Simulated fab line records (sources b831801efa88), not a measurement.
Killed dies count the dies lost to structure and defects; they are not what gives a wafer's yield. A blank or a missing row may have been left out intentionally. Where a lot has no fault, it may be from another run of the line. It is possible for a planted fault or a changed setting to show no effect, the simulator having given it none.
A struck lot beside a sound one / flow sky130 / 30 out of 708 route steps
Sound: the wafers L197.1, L197.4, L197.5. Struck: wafers L208.2, L208.4, L208.5. The cause is named last.
Order at every step that has rows: each side's tool, ch and its chambers, its first start. Under that, the readings that differ: sound wafers / struck wafers / difference of the means / sigmas: that difference in standard deviations of wafers without a fault.
alike: a reading whose means differ by less than 2 such deviations, as well as words and numbers matching on both sides. not compared: withheld readings; readings where some wafer has no value; bounds like >300 that might hide an equal value; numbers whose values overlap and for which the record gives no deviation.
A row with sigmas, a row that says differs or no value, or rows on one side alone: a step with any of these is where the two part. Numbers that have no deviation but don't overlap get no sigmas and don't part them. A reading missing from all wafers of one side parts the sides only when that side holds two or more wafers.

first, 5 steps without rows for these wafers: SKY_SONOS_ONO_COAT_08 (resist thk 1140 nm); SKY_SONOS_ONO_SOFTBAKE_09 (time 60 s); SKY_SONOS_ONO_EXPOSE_10 (exposes mask ONOM, target cd 410 nm); SKY_SONOS_ONO_PEB_11; SKY_SONOS_ONO_DEVELOP_12 (develop time 60 s).
SKY_SONOS_ONO_CD_MEAS_13: target cd 410 nm.
  struck on cd sem-02, day 16 22:14; sound on cd sem-02, day 13 00:22
  alike: cd nm
SKY_SONOS_ONO_OVL_MEAS_14:
  struck on overlay-01, day 16 22:20; sound on overlay-01, day 13 00:29
  alike: SONOS_ONO_OVL
SKY_SONOS_ONO_ETCH_15: etches the open film in CHF3/O2, target depth 19.52 nm, time 7.8 s.
  sound on rie diel-04 ch 0,1,3, day 13 00:31; struck on rie diel-04 ch 0,3, day 16 22:22
  alike: drypump motor current A, oes product au, throttle valve pct
  not compared: rf hours counter h
then, 1 step without rows for these wafers: SKY_SONOS_ONO_WET_ETCH_16 (etches SiO2 in dHF, target depth 14 nm, time 280 s).
SKY_SONOS_ONO_STRIP_17: strips in O2/N2.
  sound on plasma asher-04 ch 0,1, day 13 00:43; struck on plasma asher-04 ch 0,1, day 16 22:29
  alike: drypump motor current A, n2 flow sccm, oes product au, strip time to endpoint s
  not compared: rf hours counter h
then, 2 steps without rows for these wafers: SKY_SONOS_ONO_WET_ETCH_18 (etches Si3N4 in H3PO4, target depth 15 nm, time 172 s); SKY_GATE_OXIDE_CLEAN_00 (cleans in SC1/SC2, time 150 s).
SKY_GATE_OXIDE_OXIDATION_01: stabilise 600 s, purge 300 s, target thk 10.268 nm.
  sound on furnace-02 ch 0, day 13 01:10; struck on furnace-02 ch 0, day 16 23:35
reading=ox time s (s); sound=1473 1473 1473; struck=662.85 662.85 662.85; difference=-810.15; sigmas=
reading=model.SiO2_of_GATE_OXIDE_OXIDATION_01.thk nm (nm); sound=10.35 10.18 10.29; struck=5.509 5.535 5.509; difference=-4.756; sigmas=
  alike: spike tc centre C
SKY_GATE_OXIDE_THK_MEAS_02:
  struck on film metro-04, day 17 01:01; sound on film metro-04, day 13 02:34
reading=GATE_OXIDE_OXIDATION_00_THK (nm); sound=10.36 10.11 10.24; struck=5.48 5.51 5.52; difference=-4.73; sigmas=-25
then, 7 steps without rows for these wafers: SKY_GATE_OXIDE_DEHYDRATE_03 (time 60 s); SKY_GATE_OXIDE_HMDS_04 (prime time 60 s); SKY_GATE_OXIDE_COAT_05 (resist thk 1140 nm); SKY_GATE_OXIDE_SOFTBAKE_06 (time 60 s); SKY_GATE_OXIDE_EXPOSE_07 (exposes mask LVOM, target cd 600 nm); SKY_GATE_OXIDE_PEB_08; SKY_GATE_OXIDE_DEVELOP_09 (develop time 60 s).
SKY_GATE_OXIDE_OVL_MEAS_10:
  struck on overlay-02, day 18 05:23; sound on overlay-01, day 14 03:16
  alike: GATE_OXIDE_OVL
then, 2 steps without rows for these wafers: SKY_GATE_OXIDE_IMPLANT_11; SKY_GATE_OXIDE_WET_ETCH_12 (etches SiO2 in dHF, target depth 16.8 nm, time 336 s).
SKY_GATE_OXIDE_STRIP_13: strips in O2/N2.
  sound on plasma asher-03 ch 0,1, day 14 03:41; struck on plasma asher-02 ch 1, day 18 05:40
reading=drypump motor current A (A); sound=5.9 6.5 6.5; struck=5.5 5.5 5.5; difference=-0.8; sigmas=-2
  alike: n2 flow sccm, oes product au, strip time to endpoint s
  not compared: rf hours counter h
SKY_GATE_OXIDE_TW_MEAS_14:
  struck on film metro-02, day 18 05:47; sound on film metro-03, day 14 03:47
  alike: GATE_OXIDE_TW
then, 1 step without rows for these wafers: SKY_GATE_OXIDE_CLEAN_15 (cleans in SC1/SC2, time 150 s).
SKY_GATE_OXIDE_OXIDATION_16: stabilise 600 s, purge 300 s, target thk 3.57 nm.
  sound on furnace-01 ch 0, day 14 04:38; struck on furnace-01 ch 0, day 18 06:32
reading=model.SiO2_of_GATE_OXIDE_OXIDATION_01.thk nm (nm); sound=11.71 11.57 11.66; struck=7.271 7.27 7.271; difference=-4.376; sigmas=
  alike: ox time s, spike tc centre C
then, 1 step without rows for these wafers: SKY_POLY_GATE_CVD_00 (deposits poly-Si, target thk 180 nm, time 720 s).
-- record jumps: 31 days separate the struck wafers' starts on either side; left off in module POLY_GATE, taken up again in module PAD_OPEN, whose first shown step is the route's number 708 --
SKY_PAD_OPEN_PROBE_99:
  struck on prober-01, day 48 21:41; sound on prober-02, day 45 23:41
reading=model.etest.nfet_16v.r on ohm um; sound=1.414e+04 1.404e+04 1.4e+04; struck=1.149e+04 1.154e+04 1.149e+04; difference=-2.553e+03; sigmas=
reading=model.etest.pfet_16v.r on ohm um; sound=1.517e+04 1.502e+04 1.434e+04; struck=1.352e+04 1.378e+04 1.345e+04; difference=-1.260e+03; sigmas=
reading=model.etest.pfet g5v0d10v5.r on ohm um; sound=4793 4726 4684; struck=3810 3904 3866; difference=-874; sigmas=
reading=model.etest.tip sonos.rs ohm sq; sound=2756 2705 2691; struck=1981 1980 1998; difference=-731; sigmas=
reading=model.etest.nfet g5v0d10v5.r on ohm um; sound=1890 1865 1872; struck=1486 1499 1493; difference=-383; sigmas=
reading=model.etest.nfet g5v0d10v5.drive ua um; sound=603.5 611.7 608.5; struck=929.2 918.2 922.6; difference=+315.4; sigmas=
reading=model.etest.nfet_05v0_nvt.drive ua um; sound=572.4 578.5 580.5; struck=840.3 832.8 835.5; difference=+259.1; sigmas=
reading=model.etest.tip p.rs ohm sq; sound=6792 6776 6766; struck=6757 6696 6707; difference=-58; sigmas=
  alike: killed_at_M0_to_M3, killed_at_M4_up, killed at contacts, killed at front end, killed at other, killed dies, killed open, killed short

## WHERE THEY PART
Earliest at SKY_GATE_OXIDE_THK_MEAS_02; latest, in this record, at SKY_GATE_OXIDE_STRIP_13. Later steps at which nothing parts them and some readings are alike: SKY_GATE_OXIDE_TW_MEAS_14, SKY_GATE_OXIDE_OXIDATION_16, SKY_PAD_OPEN_PROBE_99.

WHY: what had been put in by the simulator
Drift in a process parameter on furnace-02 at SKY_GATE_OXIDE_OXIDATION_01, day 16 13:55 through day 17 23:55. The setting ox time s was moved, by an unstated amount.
